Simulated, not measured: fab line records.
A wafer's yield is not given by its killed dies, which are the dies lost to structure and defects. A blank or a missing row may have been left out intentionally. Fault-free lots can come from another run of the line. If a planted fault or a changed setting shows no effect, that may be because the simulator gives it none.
Chamber matching    flow sky130    SKY_POLY_CUT_ETCH_11 on rieDiel-02 has 4 sister chambers
The step etches Si3N4 in CF4/CH2F2/Ar, stops on poly-Si, time 42.5 s, target depth 60 nm. 16 wafers are shown with their chamber, then 8 later ones without.

WAFERS, EACH WITH ITS CHAMBER
wafer   chamber  drypumpMotorCurrentA (A)  oesProductAu (a.u.)  throttleValvePct (%)
L075.1  1        5.4                       0.835                14.997
L075.2  2        5.9                       0.842                14.998
L075.3  0        6.2                       0.841                15.005
L075.4  1        5.4                       0.847                14.986
L075.5  2        5.8                       0.830                15.007
L075.6  0        6.2                       0.843                14.984
L076.1  1        5.4                       0.823                15.000
L076.2  0        6.2                       0.831                14.997
L076.3  2        5.9                       0.834                15.000
L076.4  3        6.1                       0.824                15.011
L076.5  1        5.4                       0.836                14.983
L076.6  0        6.2                       0.830                14.998
L079.1  3        6.1                       0.827                14.976
L079.4  2        5.8                       0.830                15.002
L079.6  0        6.2                       0.824                14.983
L085.1  1        5.4                       0.829                14.990

SIGNATURES (averages over the wafers above)
reading               chamber 0  chamber 1  chamber 2  chamber 3  scatter within a chamber
drypumpMotorCurrentA  6.200      5.400      5.850      6.100      0.0289
oesProductAu          0.83380    0.83400    0.83400    0.82550    0.0075
throttleValvePct      14.99340   14.99120   15.00175   14.99350   0.0101
Rule: distance of a wafer from a chamber = root of the sum over the readings of ((wafer's reading minus chamber's mean) / reading's scatter) squared. If the next closest chamber is less than 2 further off than the closest, the wafer can't be placed; otherwise it belongs to the closest. The scatter is the square root of a quotient: the sum, over the shown wafers, of each reading's squared deviation from its chamber's mean, divided by wafers minus chambers.

WAFERS MISSING THEIR CHAMBER
wafer   drypumpMotorCurrentA (A)  oesProductAu (a.u.)  throttleValvePct (%)
L085.5  6.2                       0.825                14.996
L085.6  6.1                       0.834                14.994
L091.1  6.2                       0.821                14.977
L091.3  5.9                       0.816                14.996
L091.6  5.4                       0.824                15.009
L096.1  6.2                       0.818                14.996
L096.3  6.1                       0.826                15.000
L096.4  5.8                       0.829                15.000

WHICH CHAMBER EACH WENT THROUGH
wafer   from the rows above      in truth
L085.5  0                        0
L085.6  3                        3
L091.1  can't be placed: 0 or 3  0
L091.3  2                        2
L091.6  1                        1
L096.1  can't be placed: 0 or 3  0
L096.3  3                        3
L096.4  2                        2
6 of 8 placed correctly. These rows do not allow placing 2 (true chamber among the candidates in 2). 0 placed wrongly.
